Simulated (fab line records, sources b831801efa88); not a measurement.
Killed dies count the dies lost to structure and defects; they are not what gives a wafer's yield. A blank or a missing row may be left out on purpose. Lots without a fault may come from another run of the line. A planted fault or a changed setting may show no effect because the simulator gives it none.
Which tool is to blame? | flow gf180mcu | 18 wafers sampled from 6 lots at 1 step of a route of 602

== WHAT THE GAUGES READ, wafer by wafer ==
GF_CONTACT_THK_MEAS_01.
lot  | measured     | on            | CONTACT_CVD_00_THK (nm)
L164 | day 15 11:55 | film metro-04 | 298 304 294
L166 | day 16 12:22 | film metro-02 | 303 305 298
L169 | day 17 05:47 | film metro-02 | 300 294 302
L171 | day 18 01:52 | film metro-02 | 301 297 303
L179 | day 20 23:37 | film metro-04 | 303 300 308
L185 | day 22 21:31 | film metro-04 | 299 310 306

== WHAT TOOL EACH LOT RAN ON (gives the tool, then ch and the chambers of the sampled wafers, and finally the start) ==
There is no process step in the record ahead of these readings.

== THE ANSWER, worked out from the rows above alone ==
Rule: the lots themselves supply what counts as usual. Put in order of their means at a reading, lots are off if they are a third of the lots or fewer, leave a main group of 4 or more, and stand apart from it by a gap of 3 or more times the standard deviation of the main group's means; of several such gaps the widest counts. A main group whose means are all the same, to the digits that the tables above print for the reading, isn't used. A lot without any number at a reading at which 4 lots or more have one is off too. Where the step has rows for the other lots, those lots are counted as sound.
No lot is off on any of the readings shown, so nothing can be concluded from this.

== WHAT THE SIMULATOR PUT IN ==
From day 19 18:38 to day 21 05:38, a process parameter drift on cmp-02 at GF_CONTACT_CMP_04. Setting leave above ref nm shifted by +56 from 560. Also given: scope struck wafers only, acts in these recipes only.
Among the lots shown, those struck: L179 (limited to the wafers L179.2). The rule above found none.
